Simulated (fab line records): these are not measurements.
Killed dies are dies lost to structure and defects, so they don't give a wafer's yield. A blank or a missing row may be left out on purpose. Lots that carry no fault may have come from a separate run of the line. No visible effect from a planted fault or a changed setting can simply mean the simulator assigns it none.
Comparing a struck lot with a sound one ; flow sky130 ; 15 out of 708 route steps
Sound: these wafers, L690.1, L690.2, L690.4. Struck: wafer L682.4 (left out: L682.1, L682.3 of the same lot, which were not struck); the cause appears at the end.
Order at every step that has rows: each side's tool, ch and its chambers, its first start. Under that, the readings that differ: sound wafers ; struck wafers ; difference of the means ; sigmas: that difference in standard deviations of wafers without a fault.
alike: words and numbers the same on both sides, and readings whose means are apart by under 2 such deviations; not compared: readings that were withheld, readings missing a value for some wafer, numbers with overlapping values and no deviation given by the record, and bounds like >300 which may hide the same value.
The two part at a step that has a row with sigmas, a row that says differs or no value, or rows on one side only. When numbers do not overlap yet have no deviation, they are printed without sigmas and do not part them. A reading missing from all wafers of one side parts the sides only when that side holds two or more wafers.

first, 8 steps without rows for these wafers: SKY_FIELD_ISO_DEHYDRATE_05 (time 60 s); SKY_FIELD_ISO_HMDS_06 (prime time 60 s); SKY_FIELD_ISO_COAT_07 (resist thk 60 nm); SKY_FIELD_ISO_COAT_08 (resist thk 450 nm); SKY_FIELD_ISO_SOFTBAKE_09 (time 90 s); SKY_FIELD_ISO_EXPOSE_10 (exposes mask FOM, target cd 150 nm); SKY_FIELD_ISO_PEB_11; SKY_FIELD_ISO_DEVELOP_12 (develop time 60 s).
SKY_FIELD_ISO_CD_MEAS_13: the cd target is 150 nm.
  sound: cdSem-01 at day 6 03:04; struck: cdSem-01 at day 4 09:37
  alike: cdNm
SKY_FIELD_ISO_ETCH_14: etches BARC in N2/H2, stops on SiO2, time 45.9 s, target depth 60 nm.
  sound on rieDiel-01 ch 0,1,3, day 6 03:11; struck on rieDiel-01 ch 3, day 4 09:44
  alike: drypumpMotorCurrentA, oesProductAu, runLengthS, throttleValvePct
  not compared: rfHoursCounterH
SKY_FIELD_ISO_ETCH_15: etches the open film in CHF3/O2, stops on Si, target depth 180 nm, time 72 s.
  sound on rieDiel-01 ch 0,1,3, day 6 03:13; struck on rieDiel-01 ch 3, day 4 09:46
  alike: drypumpMotorCurrentA, oesProductAu, runLengthS, throttleValvePct
  not compared: rfHoursCounterH
SKY_FIELD_ISO_STRIP_16: strips in O2/N2.
  sound on plasmaAsher-01 ch 0,1, day 6 03:17; struck on plasmaAsher-01 ch 0, day 4 09:50
reading;sound;struck;difference;sigmas
oesProductAu (a.u.);0.378 0.371 0.375;0.385;+0.010;+2
  alike: drypumpMotorCurrentA, o2FlowSccm, stripTimeToEndpointS
  not compared: rfHoursCounterH
SKY_FIELD_ISO_ETCH_17: etches Si in HBr/Cl2/O2, target depth 342 nm, time 97.7 s.
  sound on rieSi-02 ch 0,1,2, day 6 03:23; struck on rieSi-01 ch 0, day 4 09:56
reading;sound;struck;difference;sigmas
runLengthS (s);126.4 126.8 126.0;113.1;-13.3;-25
model.etch.depthNm (nm);346.4 344.3 350.3;302;-45;
model.FIELD_ISO.featureDepthNm (nm);346.4 344.3 350.3;302;-45;
  alike: drypumpMotorCurrentA, mfcCl2Sccm, oesProductAu, throttleValvePct
  not compared: rfHoursCounterH
then, 1 step without rows for these wafers: SKY_FIELD_ISO_WET_ETCH_18 (etches Si3N4 in H3PO4, target depth 25 nm, time 286 s).
-- record jumps: 45 days separate the struck wafers' starts on either side; left off in module FIELD_ISO, taken up again in module PAD_OPEN, whose first shown step is the route's number 708 --
SKY_PAD_OPEN_PROBE_99:
  sound: prober-02 at day 50 22:53; struck: prober-01 at day 49 04:23
reading;sound;struck;difference;sigmas
killedAtContacts;33 38 24;20;-12;-2
model.etest.res_p_drift_20v.lineOhmUm;1.218e+04 1.198e+04 1.249e+04;9178;-3039;
model.etest.res_p_drift_20v.rsOhmSq;1.024e+04 1.003e+04 1.043e+04;7685;-2548;
model.etest.pfet_16v.rOnOhmUm;1.553e+04 1.533e+04 1.553e+04;1.397e+04;-1.493e+03;
model.etest.resIsoPwell.rsOhmSq;3208 3077 3243;2413;-763;
model.etest.resIsoPwell.lineOhmUm;1206 1189 1222;899.2;-306.5;
model.etest.resNwell.lineOhmUm;1106 1076 1090;969.2;-121.5;
model.etest.resNwell.rsOhmSq;932 919.2 926.5;815.1;-110.8;
model.etest.capPolyToWell.cAfUm2;89.38 91.98 89.47;101.9;+11.6;
  alike: killed_at_M0_to_M3, killed_at_M4_up, killedAtFrontEnd, killedAtOther, killedDies, killedOpen, killedShort

WHERE THEY PART
Earliest at SKY_FIELD_ISO_STRIP_16; latest, in this record, at SKY_PAD_OPEN_PROBE_99.

WHY: whatever the simulator had introduced
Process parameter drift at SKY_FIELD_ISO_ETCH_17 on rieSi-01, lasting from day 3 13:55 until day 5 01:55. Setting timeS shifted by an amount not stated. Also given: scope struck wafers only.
